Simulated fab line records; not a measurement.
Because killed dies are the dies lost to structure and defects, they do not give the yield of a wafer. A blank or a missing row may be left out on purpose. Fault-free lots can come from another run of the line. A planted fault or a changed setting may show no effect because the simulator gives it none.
Chamber matching    flow gf180mcu    3 sister chambers for GF_PASSIVATION_CVD_00 on pecvd-01
The step deposits SiO2 from TEOS, target thk 1000 nm, time 111.95 s. 16 wafers are shown with their chamber, then 8 later ones without.

## EACH WAFER AND ITS CHAMBER
wafer   chamber  heater_power_w (W)
L074.2  0        604
L074.3  1        822
L074.5  2        566
L077.1  0        663
L077.2  2        702
L077.4  2        579
L087.2  2        704
L087.4  0        647
L087.6  1        835
L089.1  2        588
L089.2  0        606
L089.5  2        687
L091.2  0        660
L091.3  2        684
L091.6  0        527
L092.1  0        621

SIGNATURES (averages over the wafers above)
reading         chamber 0  chamber 1  chamber 2  scatter within a chamber
heater_power_w  618.29     828.50     644.29     53.5
Rule: a wafer lies at a distance from a chamber equal to the root of the sum of squares, over the readings, of (its reading less the chamber's mean, divided by the reading's scatter). The wafer belongs to the nearest chamber; if the next one is less than 2 further off, it can't be placed. The scatter: the root of (the sum of the squares of (reading less its chamber's mean) over the shown wafers, divided by (wafers less chambers)).

## WAFERS MISSING THEIR CHAMBER
wafer   heater_power_w (W)
L092.2  716
L092.5  782
L093.1  719
L093.2  574
L093.6  813
L097.4  622
L097.5  836
L097.6  565

## EACH ONE'S CHAMBER
wafer   from the rows above           in truth
L092.2  can't be placed: 2 or 0 or 1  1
L092.5  can't be placed: 1 or 2       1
L093.1  can't be placed: 2 or 0 or 1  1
L093.2  can't be placed: 0 or 2       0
L093.6  1                             1
L097.4  can't be placed: 0 or 2       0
L097.5  1                             1
L097.6  can't be placed: 0 or 2       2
2 of 8 placed correctly. Not placeable from these rows: 6 (in 6, the candidates include the true chamber). Wrongly placed: 0.
